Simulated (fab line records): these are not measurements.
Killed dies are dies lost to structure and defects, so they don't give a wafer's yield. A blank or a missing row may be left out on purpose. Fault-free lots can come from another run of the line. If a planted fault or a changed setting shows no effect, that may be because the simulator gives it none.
Which tool did it?    flow sky130    36 wafers from 12 lots sampled at 3 of the route's 708 steps

WHAT EACH GAUGE READ, for each wafer
SKY_CONTACT_RS_MEAS_25: uses a four-point probe to measure.
lot   measured      on             CONTACT_W_RS (ohm/sq)
L075  day 31 17:32  film_metro-01  0.331 0.334 0.331
L078  day 33 11:52  film_metro-01  0.339 0.335 0.335
L080  day 33 21:14  film_metro-04  0.339 0.333 0.338
L082  day 34 05:54  film_metro-01  0.335 0.337 0.337
L084  day 34 14:20  film_metro-01  0.335 0.335 0.336
L085  day 34 23:59  film_metro-01  0.346 0.345 0.341
L087  day 35 16:13  film_metro-03  0.334 0.333 0.339
L089  day 36 03:36  film_metro-04  0.339 0.336 0.342
L091  day 36 17:58  film_metro-03  0.345 0.335 0.345
L093  day 37 14:24  film_metro-01  0.340 0.336 0.336
L095  day 37 22:30  film_metro-03  0.331 0.333 0.339
L097  day 38 13:40  film_metro-03  0.337 0.342 0.335

EACH LOT AND THE TOOL THAT RAN IT (in order: tool; ch and the chambers of the sampled wafers; start)
lot   SKY_LOCAL_INTERCONNECT_ETCH_13     SKY_LOCAL_INTERCONNECT_METAL_ETCH_14
L075  rie_metal-01 ch 0,1, day 30 10:56  rie_metal-01 ch 0,1, day 30 10:59
L078  rie_metal-03 ch 0, day 32 06:33    rie_metal-03 ch 0, day 32 06:37
L080  rie_metal-01 ch 0,1, day 32 16:06  rie_metal-01 ch 0,1, day 32 16:10
L082  rie_metal-01 ch 0,1, day 33 00:59  rie_metal-01 ch 0,1, day 33 01:02
L084  rie_metal-01 ch 0,1, day 33 09:20  rie_metal-01 ch 0,1, day 33 09:23
L085  rie_metal-04 ch 0, day 33 18:28    rie_metal-04 ch 0, day 33 18:35
L087  rie_metal-04 ch 0,1, day 34 12:23  rie_metal-04 ch 0,1, day 34 12:26
L089  rie_metal-03 ch 0,1, day 34 23:32  rie_metal-03 ch 0,1, day 34 23:36
L091  rie_metal-04 ch 0,1, day 35 14:00  rie_metal-04 ch 0,1, day 35 14:04
L093  rie_metal-03 ch 0, day 36 10:23    rie_metal-03 ch 0, day 36 10:30
L095  rie_metal-01 ch 0,1, day 36 17:35  rie_metal-01 ch 0,1, day 36 17:40
L097  rie_metal-03 ch 0,1, day 37 08:44  rie_metal-03 ch 0,1, day 37 08:47
- SKY_LOCAL_INTERCONNECT_ETCH_13: etches BARC in N2/H2, stops on SiO2, time 45.9 s, target depth 60 nm.
- SKY_LOCAL_INTERCONNECT_METAL_ETCH_14: etches TiN in Cl2/BCl3, stops on PSG, target depth 110 nm, time 31.4 s.

THE ANSWER, worked out from the rows above alone
Rule: the usual values come from the lots themselves. Put in order of their means at a reading, lots are off if they are a third of the lots or fewer, leave a main group of 4 or more, and stand apart from it by a gap of 3 or more times the standard deviation of the main group's means; of several such gaps the widest counts. Not used: any main group whose means are identical at the precision the tables above print for the reading. A lot without any number at a reading at which 4 lots or more have one is off too. Any other lot the step has rows for is counted as sound.
No lot is off on any of the readings shown, so nothing can be concluded from this.

WHAT HAD BEEN PUT IN BY THE SIMULATOR
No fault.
